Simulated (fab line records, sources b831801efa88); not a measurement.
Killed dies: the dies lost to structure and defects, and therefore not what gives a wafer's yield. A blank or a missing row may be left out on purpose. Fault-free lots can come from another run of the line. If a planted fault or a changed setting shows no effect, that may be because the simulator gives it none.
fab line records	flow gf180mcu
record: lots: 24	wafers: 72	last-day: 34
route steps=602 shown M1@319 M2@379 V2@400 M3@413 V3@434
lots with no fault: from the same line, run without faults
start-h: hours from the record's opening day to when the first of the lot's shown wafers began	wait-h: hours from the lot's prior step to this one	" unchanged from the row above	L1.1+2: several wafers, shown together as one row	- no value present, or no start provided	* or withheld: withheld	< > ~ a bound
route shown NAME@n: NAME is a module with steps in the file, n the number in the route of the first one	usual: mean/standard deviation of fault-free wafers	same: alike in all rows	chamber/n: place in a boat	sites: per-site readings	_std_site: the standard deviation of these	_edge_site: the outer-site mean with the inner-site mean subtracted	radius-mm: for every site, how far away it sits from the centre of the wafer	mask NAME#n: copy n	behind: tool/chamber where the wafer was last shaped	hold: the reason the lot was held/the length of the hold in hours/how it ended	device: transistor that didn't switch, given as n, p or np	end of line: the tests these same wafers got at the end of their route	step lacking rows: just its recipe	killed: at the first sort, the dies lost to defects and structure; wafer yield is something else	map: a wafer's dies, x killed, . not, _ none there
set.NAME: setting as actually run; set.NAME@STEP: the setting as run at that earlier step	model.NAME: the simulator's own value behind a step, which no gauge read
the route's steps for a sample of lots (tables are steps, rows are wafers)
services: the hour from which a tool's chamber was out of use, counted from the record's first day as start-h (under 0 if before that day), plus the number of hours and why
== steps ==
step: GF_M1_SPUTTER_04
recipe: material: TiN	target-thk-nm: 50	power-w: 6500	time-s: 41.7	chamber-pressure-pa: 0.4
usual: chamber-pressure-pa: 0.4000/0.00077	throttle-valve-pct: 30.5/0.9
same: time-s: 41.7
lot.wafer	tool	chamber	start-h	wait-h	chamber-pressure-pa	throttle-valve-pct
L074.4	pvd-sputter-02	-	366.73	0.0	0.4008	30.1
L074.5	"	-	"	"	0.4005	30.5
L074.6	"	-	"	"	0.3998	30.8
L075.1	pvd-sputter-04	-	370.73	0.0	0.4010	32.5
L075.2	"	-	"	"	0.3996	30.3
L075.6	"	-	"	"	0.4006	32.2
L076.1	pvd-sputter-01	-	376.13	0.0	0.3995	31.7
L076.3	"	-	"	"	0.3988	28.4
L076.4	"	-	"	"	0.4015	29.3
L077.2	pvd-sputter-01	-	385.08	0.0	0.3990	28.3
L077.3	"	-	"	"	0.3999	29.0
L077.5	"	-	"	"	0.3990	29.3
L078.1	pvd-sputter-02	-	387.63	0.0	0.4001	30.8
L078.2	"	-	"	"	0.4015	30.4
L078.4	"	-	"	"	0.4004	30.8
L079.1	pvd-sputter-01	-	404.74	0.0	0.4006	29.1
L079.3	"	-	"	"	0.3997	31.7
L079.4	"	-	"	"	0.4005	28.6
L080.3	pvd-sputter-02	-	416.64	0.0	0.3996	31.0
L080.5	"	-	"	"	0.4005	30.6
L080.6	"	-	"	"	0.3994	30.5
L081.2	pvd-sputter-02	-	430.15	0.0	0.4000	30.8
L081.5	"	-	"	"	0.4001	30.9
L081.6	"	-	"	"	0.3994	31.2
L082.2	pvd-sputter-02	-	443.88	0.0	0.3996	30.6
L082.4	"	-	"	"	0.4005	30.4
L082.5	"	-	"	"	0.3986	31.0
L083.1	pvd-sputter-01	-	448.29	0.0	0.4005	28.4
L083.2	"	-	"	"	0.4006	30.0
L083.6	"	-	"	"	0.3987	29.4
L084.1	pvd-sputter-02	-	459.69	0.0	0.3997	30.6
L084.3	"	-	"	"	0.3999	31.0
L084.6	"	-	"	"	0.4003	30.7
L085.1	pvd-sputter-01	-	472.49	0.0	0.3984	29.4
L085.3	"	-	"	"	0.4000	28.2
L085.6	"	-	"	"	0.4006	31.7
L086.3	pvd-sputter-01	-	480.71	0.0	0.4003	30.2
L086.5	"	-	"	"	0.3995	30.3
L086.6	"	-	"	"	0.3995	28.5
L087.1	pvd-sputter-02	-	495.77	0.0	0.4000	30.8
L087.4	"	-	"	"	0.3996	30.4
L087.6	"	-	"	"	0.3997	30.7
L088.1	pvd-sputter-02	-	501.89	0.0	0.4008	30.9
L088.3	"	-	"	"	0.4012	30.6
L088.6	"	-	"	"	0.3999	30.7
L090.1	pvd-sputter-02	-	507.23	0.0	0.3994	30.8
L090.4	"	-	"	"	0.3992	30.4
L090.5	"	-	"	"	0.3999	30.8
L091.2	pvd-sputter-02	-	516.33	0.0	0.4005	30.4
L091.3	"	-	"	"	0.3998	30.9
L091.6	"	-	"	"	0.3994	30.5
L089.1	pvd-sputter-04	-	516.65	0.0	0.4004	30.3
L089.3	"	-	"	"	0.3987	32.2
L089.4	"	-	"	"	0.3995	30.7
L092.1	pvd-sputter-02	-	526.20	0.0	0.4005	31.0
L092.2	"	-	"	"	0.4000	30.9
L092.3	"	-	"	"	0.4000	30.6
L093.1	pvd-sputter-04	-	534.30	0.0	0.4007	30.2
L093.3	"	-	"	"	0.4005	32.3
L093.6	"	-	"	"	0.4007	30.2
L094.1	pvd-sputter-04	-	539.69	0.0	0.4004	32.6
L094.4	"	-	"	"	0.3997	30.4
L094.5	"	-	"	"	0.3986	30.0
L095.1	pvd-sputter-02	-	542.14	0.0	0.3998	30.7
L095.3	"	-	"	"	0.3994	30.4
L095.4	"	-	"	"	0.4004	30.9
L096.2	pvd-sputter-02	-	554.20	0.0	0.4008	30.6
L096.4	"	-	"	"	0.4012	30.5
L096.5	"	-	"	"	0.4014	30.3
L097.1	pvd-sputter-04	-	566.15	0.0	0.4000	32.5
L097.2	"	-	"	"	0.3992	28.9
L097.6	"	-	"	"	0.3988	32.4
step: GF_M2_STRIP_17
recipe: chemistry: O2/N2	power-w: 1400	pressure-mtorr: 1500	platen-temp-c: 250	o2-flow-sccm: 3000	n2-flow-sccm: 300	overash-fraction: 0.5
usual: drypump-motor-current-A: 5.2/0.46	heater-power-w: 324/21	n2-flow-sccm: 300.0/0.95	oes-product-au: 0.557/0.0048	strip-time-to-endpoint-s: 7.85/0.037
lot.wafer	tool	chamber	start-h	wait-h	drypump-motor-current-A	heater-power-w	n2-flow-sccm	oes-product-au	rf-hours-counter-h	strip-time-to-endpoint-s
L074.4	plasma-asher-03	1	439.41	0.1	5.2	309	299.5	0.552	-	7.86
L074.5	"	0	"	"	4.7	318	300.1	0.556	-	7.85
L074.6	"	1	"	"	5.2	311	298.8	0.552	-	7.85
L075.1	plasma-asher-02	0	444.87	0.1	5.2	370	300.6	0.558	74	7.83
L075.2	"	1	"	"	5.9	317	300.7	0.546	74	7.86
L075.6	"	0	"	"	5.2	361	301.5	0.555	-	7.83
L076.1	plasma-asher-03	0	449.87	0.1	4.6	315	299.6	0.556	34	7.82
L076.3	"	0	"	"	4.6	317	299.3	0.554	-	7.86
L076.4	"	1	"	"	5.2	311	302.1	0.564	-	7.95
L077.2	plasma-asher-03	1	459.57	0.1	5.2	308	301.2	0.553	35	7.77
L077.3	"	0	"	"	4.6	314	300.4	0.552	-	7.82
L077.5	"	0	"	"	4.6	312	300.2	0.555	-	7.78
L078.1	plasma-asher-03	1	462.96	0.1	5.2	313	301.7	0.562	36	7.90
L078.2	"	0	"	"	4.7	319	299.6	0.564	36	7.94
L078.4	"	1	"	"	5.2	312	300.8	0.554	-	7.91
L079.1	plasma-asher-03	0	479.18	0.2	4.7	319	299.3	0.560	38	7.90
L079.3	"	1	"	"	5.2	313	299.2	0.563	-	7.84
L079.4	"	0	"	"	4.6	316	299.9	0.559	-	7.89
L080.3	plasma-asher-02	0	491.75	0.1	5.2	363	300.3	0.554	-	7.76
L080.5	"	1	"	"	5.9	311	300.4	0.556	-	7.81
L080.6	"	0	"	"	5.3	372	301.1	0.560	-	7.86
L081.2	plasma-asher-03	0	505.71	0.1	4.7	311	299.3	0.556	40	7.86
L081.5	"	0	"	"	4.7	323	299.0	0.548	-	7.84
L081.6	"	1	"	"	5.2	308	300.2	0.551	-	7.86
L082.2	plasma-asher-02	1	518.04	0.1	6.0	318	300.8	0.551	83	7.88
L082.4	"	1	"	"	5.9	316	298.4	0.555	-	7.85
L082.5	"	0	"	"	5.3	360	301.0	0.557	-	7.82
L083.1	plasma-asher-03	0	523.48	0.1	4.6	314	299.8	0.564	42	7.85
L083.2	"	1	"	"	5.2	316	298.8	0.561	42	7.89
L083.6	"	1	"	"	5.2	322	298.5	0.557	-	7.85
L084.1	plasma-asher-03	1	532.98	0.1	5.2	311	300.8	0.557	43	7.81
L084.3	"	0	"	"	4.6	314	300.4	0.559	-	7.87
L084.6	"	1	"	"	5.2	306	298.6	0.555	-	7.84
L085.1	plasma-asher-02	1	545.68	0.1	6.0	313	298.1	0.557	85	7.87
L085.3	"	0	"	"	5.3	376	300.9	0.560	-	7.87
L085.6	"	1	"	"	5.9	308	299.7	0.551	-	7.88
L086.3	plasma-asher-02	0	553.62	0.1	5.3	372	299.4	0.559	-	7.88
L086.5	"	1	"	"	5.9	317	298.5	0.558	-	7.81
L086.6	"	0	"	"	5.3	363	299.7	0.560	-	7.85
L087.1	plasma-asher-03	1	566.97	0.1	5.2	313	298.5	0.557	47	7.87
L087.4	"	1	"	"	5.2	309	298.2	0.553	-	7.80
L087.6	"	0	"	"	4.7	307	298.9	0.557	-	7.79
L088.1	plasma-asher-03	0	572.78	0.2	4.6	316	299.4	0.560	48	7.88
L088.3	"	0	"	"	4.6	306	299.7	0.563	-	7.86
L088.6	"	0	"	"	4.6	316	299.6	0.564	-	7.86
L090.1	plasma-asher-02	1	577.37	0.1	6.0	317	301.5	0.566	90	7.80
L090.4	"	0	"	"	5.3	364	299.9	0.552	-	7.89
L090.5	"	0	"	"	5.3	368	300.6	0.560	-	7.84
L091.2	plasma-asher-03	1	585.62	0.1	5.2	312	299.7	0.560	49	7.89
L091.3	"	0	"	"	4.7	314	301.6	0.550	-	7.81
L091.6	"	0	"	"	4.7	314	299.9	0.552	-	7.85
L089.1	plasma-asher-03	1	587.92	0.1	5.2	305	299.6	0.566	49	7.83
L089.3	"	1	"	"	5.2	307	300.0	0.557	-	7.79
L089.4	"	0	"	"	4.7	327	300.7	0.564	-	7.90
L092.1	plasma-asher-02	1	594.14	0.1	5.9	316	299.5	0.559	91	7.91
L092.2	"	0	"	"	5.2	369	300.2	0.553	91	7.88
L092.3	"	0	"	"	5.2	370	301.4	0.565	-	7.86
L093.1	plasma-asher-04	1	602.52	0.1	6.0	307	299.8	0.544	13	7.85
L093.3	"	1	"	"	6.0	305	298.7	0.566	-	7.90
L093.6	"	1	"	"	6.0	298	298.9	0.560	-	7.89
L094.1	plasma-asher-03	1	607.22	0.1	5.2	318	300.2	0.553	51	7.79
L094.4	"	0	"	"	4.7	315	300.0	0.561	-	7.84
L094.5	"	0	"	"	4.7	315	300.1	0.548	-	7.78
L095.1	plasma-asher-03	1	608.17	0.1	5.2	311	300.8	0.551	51	7.91
L095.3	"	1	"	"	5.2	314	301.6	0.558	-	7.85
L095.4	"	0	"	"	4.7	315	298.5	0.561	-	7.90
L096.2	plasma-asher-02	1	619.39	0.1	6.0	309	300.2	0.564	94	7.84
L096.4	"	0	"	"	5.3	376	299.5	0.551	-	7.83
L096.5	"	1	"	"	6.0	313	300.0	0.562	-	7.87
L097.1	plasma-asher-02	0	632.14	0.2	5.2	369	301.4	0.555	95	7.82
L097.2	"	1	"	"	6.0	317	299.6	0.555	95	7.85
L097.6	"	0	"	"	5.2	355	300.9	0.557	-	7.83
step: GF_V2_STRIP_18
recipe: chemistry: O2/N2	power-w: 1400	pressure-mtorr: 1500	platen-temp-c: 250	o2-flow-sccm: 3000	n2-flow-sccm: 300	overash-fraction: 0.5
usual: drypump-motor-current-A: 5.7/0.4	heater-power-w: 335/21	n2-flow-sccm: 300.0/0.9	oes-product-au: 0.594/0.0055
lot.wafer	tool	chamber	start-h	wait-h	drypump-motor-current-A	heater-power-w	n2-flow-sccm	oes-product-au	rf-hours-counter-h
L074.4	plasma-asher-02	0	465.52	-	5.3	370	301.0	0.591	-
L074.5	"	1	"	"	6.0	319	299.4	0.595	-
L074.6	"	0	"	"	5.2	358	301.9	0.599	-
L075.1	plasma-asher-04	0	470.99	-	5.1	333	299.9	0.597	1
L075.2	"	1	"	"	6.0	302	299.3	0.589	1
L075.6	"	0	"	"	5.1	338	299.8	0.593	-
L076.1	plasma-asher-04	0	476.04	-	5.1	331	299.9	0.591	2
L076.3	"	0	"	"	5.1	335	300.0	0.599	-
L076.4	"	1	"	"	6.0	297	300.1	0.593	-
L077.2	plasma-asher-02	0	484.94	-	5.2	364	301.9	0.589	79
L077.3	"	0	"	"	5.2	362	302.3	0.603	-
L077.5	"	0	"	"	5.2	362	301.4	0.589	-
L078.1	plasma-asher-01	0	488.39	-	5.6	342	299.8	0.592	71
L078.2	"	1	"	"	6.1	347	299.7	0.590	71
L078.4	"	0	"	"	5.6	339	298.6	0.598	-
L079.1	plasma-asher-01	1	504.69	-	6.1	350	300.2	0.591	72
L079.3	"	1	"	"	6.1	346	298.9	0.592	-
L079.4	"	0	"	"	5.6	341	298.8	0.589	-
L080.3	plasma-asher-04	1	516.59	-	6.0	308	299.8	0.591	-
L080.5	"	1	"	"	6.0	297	299.2	0.590	-
L080.6	"	0	"	"	5.0	336	299.4	0.585	-
L081.2	plasma-asher-01	0	530.53	-	5.6	346	300.4	0.594	75
L081.5	"	1	"	"	6.1	353	299.9	0.599	-
L081.6	"	0	"	"	5.6	343	300.9	0.592	-
L082.2	plasma-asher-04	1	542.23	-	6.0	299	298.4	0.589	9
L082.4	"	1	"	"	6.0	311	299.4	0.596	-
L082.5	"	0	"	"	5.0	340	300.1	0.592	-
L083.1	plasma-asher-01	0	547.54	-	5.6	349	299.6	0.591	77
L083.2	"	1	"	"	6.1	351	299.6	0.588	77
L083.6	"	1	"	"	6.1	347	299.8	0.591	-
L084.1	plasma-asher-02	1	556.54	-	5.9	313	300.3	0.585	87
L084.3	"	1	"	"	6.0	311	299.5	0.592	-
L084.6	"	1	"	"	6.0	319	300.0	0.591	-
L085.1	plasma-asher-04	1	569.19	-	6.0	305	300.6	0.593	10
L085.3	"	0	"	"	5.0	336	299.5	0.593	-
L085.6	"	1	"	"	6.0	303	301.2	0.596	-
L086.3	plasma-asher-01	1	576.59	-	6.1	346	299.5	0.589	-
L086.5	"	0	"	"	5.6	353	299.6	0.592	-
L086.6	"	1	"	"	6.1	336	299.5	0.589	-
L087.1	plasma-asher-01	1	589.94	-	6.1	351	300.5	0.602	82
L087.4	"	1	"	"	6.1	345	300.3	0.594	-
L087.6	"	0	"	"	5.6	339	299.7	0.601	-
L088.1	plasma-asher-02	0	594.98	-	5.2	370	299.5	0.595	91
L088.3	"	0	"	"	5.2	360	301.0	0.593	-
L088.6	"	0	"	"	5.2	374	300.5	0.603	-
L090.1	plasma-asher-01	0	599.79	-	5.6	337	300.6	0.597	83
L090.4	"	0	"	"	5.6	351	300.2	0.589	-
L090.5	"	1	"	"	6.1	346	299.2	0.595	-
L091.2	plasma-asher-02	0	608.53	-	5.3	372	300.5	0.591	93
L091.3	"	1	"	"	5.9	312	300.6	0.579	-
L091.6	"	1	"	"	5.9	310	300.3	0.604	-
L089.1	plasma-asher-02	1	610.13	-	6.0	320	300.3	0.600	93
L089.3	"	1	"	"	5.9	313	299.6	0.595	-
L089.4	"	0	"	"	5.2	373	300.5	0.593	-
L092.1	plasma-asher-04	0	615.93	-	5.1	341	300.6	0.597	15
L092.2	"	1	"	"	6.0	302	299.2	0.584	15
L092.3	"	1	"	"	6.0	296	299.5	0.601	-
L093.1	plasma-asher-04	1	624.83	-	6.0	304	299.9	0.591	16
L093.3	"	1	"	"	6.0	297	300.6	0.591	-
L093.6	"	1	"	"	6.0	309	300.9	0.595	-
L094.1	plasma-asher-01	0	629.19	-	5.6	345	300.2	0.603	87
L094.4	"	0	"	"	5.6	349	299.2	0.598	-
L094.5	"	1	"	"	6.1	351	299.4	0.595	-
L095.1	plasma-asher-04	0	630.44	-	5.0	342	300.2	0.595	16
L095.3	"	0	"	"	5.0	342	299.8	0.598	-
L095.4	"	1	"	"	6.0	307	302.3	0.592	-
L096.2	plasma-asher-01	1	641.03	-	6.1	351	300.6	0.593	88
L096.4	"	1	"	"	6.1	355	300.6	0.594	-
L096.5	"	1	"	"	6.1	362	300.9	0.587	-
L097.1	plasma-asher-04	0	653.38	-	5.0	341	300.8	0.596	19
L097.2	"	1	"	"	6.0	301	300.7	0.598	19
L097.6	"	0	"	"	5.0	333	301.3	0.590	-
step: GF_M3_SPUTTER_04
recipe: material: TiN	target-thk-nm: 50	power-w: 6500	time-s: 40.21	chamber-pressure-pa: 0.4
usual: chamber-pressure-pa: 0.4000/0.0008	throttle-valve-pct: 30.6/0.9
same: time-s: 40.21
lot.wafer	tool	chamber	start-h	wait-h	chamber-pressure-pa	throttle-valve-pct
L074.4	pvd-sputter-04	-	466.90	0.0	0.4012	30.6
L074.5	"	-	"	"	0.3991	32.5
L074.6	"	-	"	"	0.4021	30.4
L075.1	pvd-sputter-02	-	472.40	0.0	0.4003	30.7
L075.2	"	-	"	"	0.4002	30.6
L075.6	"	-	"	"	0.3996	30.7
L076.1	pvd-sputter-02	-	477.66	0.0	0.4013	30.4
L076.3	"	-	"	"	0.4009	31.0
L076.4	"	-	"	"	0.3998	30.5
L077.2	pvd-sputter-02	-	486.53	0.0	0.3993	30.9
L077.3	"	-	"	"	0.4003	30.3
L077.5	"	-	"	"	0.4003	31.2
L078.1	pvd-sputter-02	-	489.89	0.0	0.3996	30.8
L078.2	"	-	"	"	0.3999	30.9
L078.4	"	-	"	"	0.4007	30.4
L079.1	pvd-sputter-04	-	506.09	0.0	0.4009	28.9
L079.3	"	-	"	"	0.3995	30.0
L079.4	"	-	"	"	0.3990	30.7
L080.3	pvd-sputter-02	-	517.98	0.0	0.3994	30.6
L080.5	"	-	"	"	0.3990	31.1
L080.6	"	-	"	"	0.3992	30.6
L081.2	pvd-sputter-02	-	532.12	0.0	0.3995	30.7
L081.5	"	-	"	"	0.3997	30.9
L081.6	"	-	"	"	0.4002	30.7
L082.2	pvd-sputter-02	-	543.67	0.0	0.3994	30.6
L082.4	"	-	"	"	0.3988	31.0
L082.5	"	-	"	"	0.4000	30.7
L083.1	pvd-sputter-02	-	548.94	0.0	0.3995	30.5
L083.2	"	-	"	"	0.3993	31.1
L083.6	"	-	"	"	0.3991	30.7
L084.1	pvd-sputter-04	-	557.97	0.0	0.3982	30.4
L084.3	"	-	"	"	0.4010	28.6
L084.6	"	-	"	"	0.3991	30.8
L085.1	pvd-sputter-04	-	570.63	0.0	0.3993	30.3
L085.3	"	-	"	"	0.3994	29.1
L085.6	"	-	"	"	0.3993	32.3
L086.3	pvd-sputter-02	-	577.98	0.0	0.3993	30.4
L086.5	"	-	"	"	0.4002	30.3
L086.6	"	-	"	"	0.4010	30.4
L087.1	pvd-sputter-04	-	591.35	0.0	0.3993	29.0
L087.4	"	-	"	"	0.4008	32.6
L087.6	"	-	"	"	0.3992	30.2
L088.1	pvd-sputter-02	-	596.39	0.0	0.4011	30.6
L088.3	"	-	"	"	0.4008	30.4
L088.6	"	-	"	"	0.4012	30.5
L090.1	pvd-sputter-04	-	601.19	0.0	0.3999	32.4
L090.4	"	-	"	"	0.4007	30.6
L090.5	"	-	"	"	0.4003	32.0
L091.2	pvd-sputter-04	-	609.97	0.0	0.4004	32.2
L091.3	"	-	"	"	0.3997	30.4
L091.6	"	-	"	"	0.3998	28.6
L089.1	pvd-sputter-01	-	611.55	0.0	0.4005	29.1
L089.3	"	-	"	"	0.3994	30.1
L089.4	"	-	"	"	0.4001	28.4
L092.1	pvd-sputter-04	-	617.34	0.0	0.4013	30.2
L092.2	"	-	"	"	0.4003	28.8
L092.3	"	-	"	"	0.4003	32.5
L093.1	pvd-sputter-02	-	626.26	0.0	0.4020	30.7
L093.3	"	-	"	"	0.3996	30.7
L093.6	"	-	"	"	0.4004	30.5
L094.1	pvd-sputter-04	-	630.93	0.0	0.4022	30.5
L094.4	"	-	"	"	0.4012	32.4
L094.5	"	-	"	"	0.4013	30.6
L095.1	pvd-sputter-02	-	632.28	0.0	0.3995	31.0
L095.3	"	-	"	"	0.3989	30.3
L095.4	"	-	"	"	0.3998	31.0
L096.2	pvd-sputter-02	-	642.53	0.0	0.4002	30.6
L096.4	"	-	"	"	0.4004	30.6
L096.5	"	-	"	"	0.3987	30.4
L097.1	pvd-sputter-01	-	654.80	0.0	0.3999	29.7
L097.2	"	-	"	"	0.4010	29.2
L097.6	"	-	"	"	0.4009	28.3
step: GF_M3_THK_MEAS_06
recipe: thk-meas-gauge: xrf	reads: AlCu_of_M3_SPUTTER_02
usual: M3_ALCU_THK: 452/6.9
lot.wafer	tool	chamber	start-h	wait-h	M3_ALCU_THK[nm]
L074.4	film-metro-03	-	467.09	0.1	439
L074.5	"	-	"	"	453
L074.6	"	-	"	"	440
L075.1	film-metro-03	-	472.56	0.1	454
L075.2	"	-	"	"	456
L075.6	"	-	"	"	447
L076.1	film-metro-03	-	477.82	0.1	463
L076.3	"	-	"	"	455
L076.4	"	-	"	"	461
L077.2	film-metro-02	-	486.70	0.1	448
L077.3	"	-	"	"	455
L077.5	"	-	"	"	451
L078.1	film-metro-03	-	490.05	0.1	443
L078.2	"	-	"	"	440
L078.4	"	-	"	"	446
L079.1	film-metro-03	-	506.25	0.1	456
L079.3	"	-	"	"	453
L079.4	"	-	"	"	441
L080.3	film-metro-04	-	518.16	0.1	452
L080.5	"	-	"	"	450
L080.6	"	-	"	"	455
L081.2	film-metro-03	-	532.33	0.1	448
L081.5	"	-	"	"	448
L081.6	"	-	"	"	445
L082.2	film-metro-03	-	543.84	0.1	448
L082.4	"	-	"	"	452
L082.5	"	-	"	"	454
L083.1	film-metro-04	-	549.10	0.1	457
L083.2	"	-	"	"	453
L083.6	"	-	"	"	450
L084.1	film-metro-04	-	558.13	0.1	440
L084.3	"	-	"	"	455
L084.6	"	-	"	"	438
L085.1	film-metro-02	-	570.79	0.1	457
L085.3	"	-	"	"	460
L085.6	"	-	"	"	467
L086.3	film-metro-02	-	578.16	0.1	454
L086.5	"	-	"	"	452
L086.6	"	-	"	"	451
L087.1	film-metro-03	-	591.51	0.1	452
L087.4	"	-	"	"	458
L087.6	"	-	"	"	446
L088.1	film-metro-02	-	596.55	0.1	453
L088.3	"	-	"	"	454
L088.6	"	-	"	"	456
L090.1	film-metro-02	-	601.35	0.1	461
L090.4	"	-	"	"	449
L090.5	"	-	"	"	459
L091.2	film-metro-04	-	610.14	0.1	455
L091.3	"	-	"	"	445
L091.6	"	-	"	"	451
L089.1	film-metro-02	-	611.71	0.1	463
L089.3	"	-	"	"	457
L089.4	"	-	"	"	465
L092.1	film-metro-04	-	617.50	0.1	452
L092.2	"	-	"	"	450
L092.3	"	-	"	"	458
L093.1	film-metro-02	-	626.42	0.1	452
L093.3	"	-	"	"	444
L093.6	"	-	"	"	455
L094.1	film-metro-04	-	631.09	0.1	451
L094.4	"	-	"	"	467
L094.5	"	-	"	"	451
L095.1	film-metro-03	-	632.44	0.1	440
L095.3	"	-	"	"	446
L095.4	"	-	"	"	446
L096.2	film-metro-04	-	642.70	0.1	452
L096.4	"	-	"	"	453
L096.5	"	-	"	"	457
L097.1	film-metro-02	-	654.96	0.1	456
L097.2	"	-	"	"	466
L097.6	"	-	"	"	461
step: GF_V3_BOW_MEAS_05
recipe: mode: bow
usual: V3_BOW: 117/7.8
lot.wafer	tool	chamber	start-h	wait-h	V3_BOW[um]
L074.4	film-metro-01	-	492.39	0.3	114
L074.5	"	-	"	"	107
L074.6	"	-	"	"	112
L075.1	film-metro-04	-	497.18	0.2	131
L075.2	"	-	"	"	111
L075.6	"	-	"	"	125
L076.1	film-metro-01	-	502.42	0.2	113
L076.3	"	-	"	"	117
L076.4	"	-	"	"	110
L077.2	film-metro-01	-	511.63	0.2	115
L077.3	"	-	"	"	123
L077.5	"	-	"	"	110
L078.1	film-metro-01	-	514.70	0.2	109
L078.2	"	-	"	"	102
L078.4	"	-	"	"	95
L079.1	film-metro-01	-	530.56	0.2	109
L079.3	"	-	"	"	112
L079.4	"	-	"	"	114
L080.3	film-metro-04	-	542.51	0.2	125
L080.5	"	-	"	"	125
L080.6	"	-	"	"	116
L081.2	film-metro-04	-	555.60	0.3	127
L081.5	"	-	"	"	123
L081.6	"	-	"	"	122
L082.2	film-metro-04	-	566.70	0.1	116
L082.4	"	-	"	"	116
L082.5	"	-	"	"	122
L083.1	film-metro-04	-	572.06	0.2	115
L083.2	"	-	"	"	116
L083.6	"	-	"	"	115
L084.1	film-metro-01	-	580.86	0.2	126
L084.3	"	-	"	"	113
L084.6	"	-	"	"	118
L085.1	film-metro-01	-	593.34	0.1	123
L085.3	"	-	"	"	113
L085.6	"	-	"	"	120
L086.3	film-metro-03	-	600.00	0.2	106
L086.5	"	-	"	"	105
L086.6	"	-	"	"	116
L087.1	film-metro-04	-	613.82	0.1	114
L087.4	"	-	"	"	110
L087.6	"	-	"	"	120
L088.1	film-metro-01	-	618.56	0.2	108
L088.3	"	-	"	"	109
L088.6	"	-	"	"	116
L090.1	film-metro-04	-	623.21	0.2	117
L090.4	"	-	"	"	105
L090.5	"	-	"	"	110
L091.2	film-metro-04	-	631.83	0.1	119
L091.3	"	-	"	"	118
L091.6	"	-	"	"	121
L089.1	film-metro-01	-	633.83	0.2	116
L089.3	"	-	"	"	115
L089.4	"	-	"	"	125
L092.1	film-metro-04	-	639.31	0.2	129
L092.2	"	-	"	"	124
L092.3	"	-	"	"	122
L093.1	film-metro-03	-	647.52	0.3	115
L093.3	"	-	"	"	112
L093.6	"	-	"	"	109
L094.1	film-metro-01	-	651.78	0.2	125
L094.4	"	-	"	"	111
L094.5	"	-	"	"	122
L095.1	film-metro-03	-	653.25	0.1	120
L095.3	"	-	"	"	126
L095.4	"	-	"	"	123
L096.2	film-metro-03	-	663.32	0.1	125
L096.4	"	-	"	"	103
L096.5	"	-	"	"	115
L097.1	film-metro-01	-	675.28	0.2	129
L097.2	"	-	"	"	135
L097.6	"	-	"	"	134
== services ==
tool	chamber	start-h	hours	kind
plasma-asher-03	-	352.92	1.4	repair
plasma-asher-01	-	353.32	2.0	repair
plasma-asher-02	-	365.73	10.5	repair
pvd-sputter-02	-	376.32	2.0	repair
plasma-asher-02	-	402.68	2.5	repair
plasma-asher-04	-	421.25	9.0	pm
pvd-sputter-02	3	422.18	-	consumable-replace:kit
pvd-sputter-02	3	422.18	18.0	scheduled-down
pvd-sputter-02	3	422.18	18.0	vent-cycle
pvd-sputter-04	-	430.10	1.1	repair
plasma-asher-04	-	440.62	28.1	pm
plasma-asher-01	-	474.40	6.0	pm
pvd-sputter-04	-	483.64	14.4	repair
plasma-asher-02	-	538.58	2.8	pm
pvd-sputter-02	-	539.27	1.1	repair
plasma-asher-04	-	550.33	14.6	pm
pvd-sputter-01	-	563.22	1.0	repair
pvd-sputter-02	2	573.18	-	consumable-replace:kit
plasma-asher-02	-	574.57	1.5	repair
plasma-asher-04	-	588.60	1.8	repair
plasma-asher-01	-	612.48	1.2	repair
plasma-asher-02	-	644.28	15.6	pm
plasma-asher-01	-	644.73	27.9	repair
pvd-sputter-02	-	646.42	1.2	repair
== key ==
fault none
